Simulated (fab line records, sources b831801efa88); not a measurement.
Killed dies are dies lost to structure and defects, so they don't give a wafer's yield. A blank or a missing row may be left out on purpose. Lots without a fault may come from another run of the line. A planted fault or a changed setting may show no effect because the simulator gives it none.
A struck lot beside a sound one | flow sfq_line | 41 steps out of a route of 325
Sound: wafers L437.1, L437.3, L437.5. Struck: wafers L433.3, L433.5, L433.6. The cause comes at the end.
At each step with rows: each side's tool, then ch and its chambers, then its first start. Under that, the readings that differ: sound wafers | struck wafers | difference of the means | sigmas: that difference in standard deviations of wafers without a fault.
alike: readings whose means differ by less than 2 such deviations, and words and numbers that are the same on both sides. not compared: withheld readings, readings that some wafer has no value for, bounds like >300 that may hide the same value, and numbers for which the record gives no deviation and whose values overlap.
The two part at a step that has a row with sigmas, a row that says differs or no value, or rows on one side only. Numbers that don't overlap but have no deviation are shown without sigmas and don't part them. A reading that every wafer of one side lacks parts them only if that side has two wafers or more.

first, 2 steps without rows for these wafers: SFQ_TRILAYER_I6_VIA_STRIP_SOLV_CLEAN_174 (cleans in NMP, time 600 s); SFQ_TRILAYER_M7_DEP_PRE_CLEAN_176 (time 22.5 s).
SFQ_TRILAYER_M7_DEP_SPUTTER_175: material Nb, target thk 200 nm, time 133.3 s.
  sound on pvd_sputter-05, day 69 23:25; struck on pvd_sputter-03, day 69 04:34
  alike: throttle_valve_pct
SFQ_M7_RS_MEAS_943: measures by four-point-probe.
  sound on film_metro-03, day 69 23:31; struck on film_metro-03, day 69 04:42
  alike: M7_NB_RS
then, 6 steps without rows for these wafers: SFQ_TRILAYER_M7_LITHO_COAT_182 (resist thk 62 nm); SFQ_TRILAYER_M7_LITHO_COAT_177 (resist thk 600 nm); SFQ_TRILAYER_M7_LITHO_SOFTBAKE_181; SFQ_TRILAYER_M7_LITHO_EXPOSE_178 (exposes mask M7, target cd 500 nm); SFQ_TRILAYER_M7_LITHO_PEB_180 (peb time 60 s); SFQ_TRILAYER_M7_LITHO_DEVELOP_179 (time 60 s).
SFQ_M7_OVL_MEAS_945:
  sound on overlay-01, day 70 04:26; struck on overlay-02, day 69 12:44
  alike: M7_OVL
SFQ_TRILAYER_M7_BARC_OPEN_METAL_ETCH_229: etches BARC in O2, target depth 125 nm, time 41.7 s.
  sound on rie_metal-02 ch 0,1, day 70 04:28; struck on rie_metal-02 ch 0,1, day 69 12:47
  no value came back on the struck wafers for any of 5 readings (bias_w (W), chamber_pressure_mTorr (mTorr) and others); on the sound wafers bias_w (W) reads 79.86 80.03 80.04
  reading                                             | sound             | struck            | difference | sigmas
  model.KrF_of_TRILAYER_M7_LITHO_COAT_177.thk_nm (nm) | 518.1 521.2 521.1 | 570.8 572.3 568.7 | +50.5      |
  not compared: rf_hours_counter_h
SFQ_TRILAYER_M7_ETCH_METAL_ETCH_180: etches Nb in Cl2/Ar, stops on SiO2, target depth 240 nm, time 120 s.
  sound on rie_metal-02 ch 0,1, day 70 04:31; struck on rie_metal-02 ch 0,1, day 69 12:52
  reading                                             | sound             | struck            | difference | sigmas
  oes_product_au (a.u.)                               | 0.903 0.905 0.901 | 0.366 0.381 0.378 | -0.528     | -71
  model.KrF_of_TRILAYER_M7_LITHO_COAT_177.thk_nm (nm) | 371.1 374.6 373.4 | 425 427 423.5     | +52        |
  alike: bias_w, chamber_pressure_mTorr, drypump_motor_current_A, he_backside_leak_sccm
  not compared: rf_hours_counter_h
SFQ_TRILAYER_M7_STRIP_STRIP_181: strips in O2.
  sound on rie_metal-02 ch 0,1, day 70 04:39; struck on rie_metal-02 ch 0,1, day 69 13:09
  alike: drypump_motor_current_A, he_backside_leak_sccm, oes_product_au
  not compared: rf_hours_counter_h
then, 1 step without rows for these wafers: SFQ_TRILAYER_M7_STRIP_SOLV_CLEAN_182 (cleans in NMP, time 600 s).
SFQ_TRILAYER_I7_DEP_PECVD_183: deposits SiO2 from SiH4/N2O, time 111.11 s, target thk 500 nm.
  sound on pecvd-04 ch 0,2, day 70 05:25; struck on pecvd-03 ch 0,2, day 69 13:43
  alike: heater_power_w, showerhead_vpp_V, throttle_valve_pct
then, 1 step without rows for these wafers: SFQ_TRILAYER_I7_CMP_CMP_184 (polishes SiO2).
SFQ_I7_BOW_MEAS_946:
  sound on film_metro-03, day 70 08:30; struck on film_metro-03, day 69 16:50
  alike: I7_BOW
SFQ_TRILAYER_I7_METRO_MEASURE_185:
  sound on film_metro-03, day 70 08:37; struck on film_metro-03, day 69 17:19
  alike: thk_nm
then, 3 steps without rows for these wafers: SFQ_TRILAYER_I7_VIA_LITHO_COAT_192 (resist thk 62 nm); SFQ_TRILAYER_I7_VIA_LITHO_COAT_187 (resist thk 650 nm); SFQ_TRILAYER_I7_VIA_LITHO_SOFTBAKE_191.
-- the record jumps here: 5 days lie between the struck wafers' starts before and after --
SFQ_TRILAYER_I7_VIA_LITHO_EXPOSE_188: exposes mask I7, target cd 1000 nm.
  sound on krf_scanner-02 ch 0, day 75 12:44; struck on krf_scanner-01, day 75 00:58
  no value came back on the struck wafers for exposure_dose_mJ_cm2, focus_offset_nm (nm); on the sound wafers exposure_dose_mJ_cm2 reads 21.319 21.310 21.317
  alike: mask
then, 2 steps without rows for these wafers: SFQ_TRILAYER_I7_VIA_LITHO_PEB_190 (peb time 60 s); SFQ_TRILAYER_I7_VIA_LITHO_DEVELOP_189 (time 60 s).
SFQ_I7_OVL_MEAS_947:
  sound on overlay-01, day 75 14:14; struck on overlay-01, day 75 02:05
  reading     | sound  | struck | difference                    | sigmas
  I7_OVL (nm) | 7 10 3 | - - -  | no value on the struck wafers |
then, 1 step without rows for these wafers: SFQ_TRILAYER_I7_VIA_BARC_OPEN_VIA_ETCH_260 (etches BARC in O2, target depth 125 nm, time 41.7 s).
SFQ_TRILAYER_I7_VIA_ETCH_VIA_ETCH_190: etches SiO2 in CHF3, stops on Nb, target depth 260 nm.
  sound on rie_diel-02 ch 0,1, day 75 14:19; struck on rie_diel-03 ch 1,2,3, day 75 02:09
  reading               | sound             | struck            | difference | sigmas
  oes_product_au (a.u.) | 0.862 0.855 0.866 | 0.374 0.378 0.381 | -0.483     | -86
  alike: bias_w, chamber_pressure_mTorr, drypump_motor_current_A
then, 8 steps without rows for these wafers: SFQ_TRILAYER_I7_VIA_STRIP_STRIP_191 (strips in O2); SFQ_TRILAYER_I7_VIA_STRIP_SOLV_CLEAN_192 (cleans in NMP, time 600 s); SFQ_TRILAYER_M8_LITHO_LOR_COAT_197; SFQ_TRILAYER_M8_LITHO_LOR_BAKE_198; SFQ_TRILAYER_M8_LITHO_COAT_193 (resist thk 600 nm); SFQ_TRILAYER_M8_LITHO_SOFTBAKE_199; SFQ_TRILAYER_M8_LITHO_PEB_196 (peb time 60 s); SFQ_TRILAYER_M8_LITHO_DEVELOP_195 (img clear 15 s, time 55 s).
-- the record jumps here: 4 days lie between the struck wafers' starts before and after --
SFQ_M8_OVL_MEAS_948:
  sound on overlay-02, day 79 15:29; struck on overlay-01, day 79 08:18
  reading     | sound | struck | difference                    | sigmas
  M8_OVL (nm) | 8 3 4 | - - -  | no value on the struck wafers |
then, 3 steps without rows for these wafers: SFQ_TRILAYER_M8_DEP_EVAP_197 (material Ti, target thk 20 nm, time 100 s); SFQ_TRILAYER_M8_DEP_EVAP_198 (material Pt, target thk 50 nm, time 250 s); SFQ_TRILAYER_M8_DEP_EVAP_196 (material Au, target thk 180 nm, time 900 s).
SFQ_M8_BOW_MEAS_951:
  sound on film_metro-03, day 79 16:37; struck on film_metro-02, day 79 09:28
  reading                       | sound                | struck            | difference | sigmas
  model.etest.m8.ohm_sq         | 0.1568 0.1548 0.1552 | 1e+06 1e+06 1e+06 | +1e+06     |
  model.etest.i7.link_ohm       | 1.038 1.036 1.039    | 1e+06 1e+06 1e+06 | +1e+06     |
  model.etest.m7.comb_log10_ohm | 12 12 12             | 0 0 0             | -12        |
  alike: M8_BOW

WHERE THEY PART
First at SFQ_TRILAYER_M7_BARC_OPEN_METAL_ETCH_229; last, within this record, at SFQ_M8_OVL_MEAS_948. Later steps at which nothing parts them and some readings are alike: SFQ_M8_BOW_MEAS_951.

WHY: what the simulator had put in
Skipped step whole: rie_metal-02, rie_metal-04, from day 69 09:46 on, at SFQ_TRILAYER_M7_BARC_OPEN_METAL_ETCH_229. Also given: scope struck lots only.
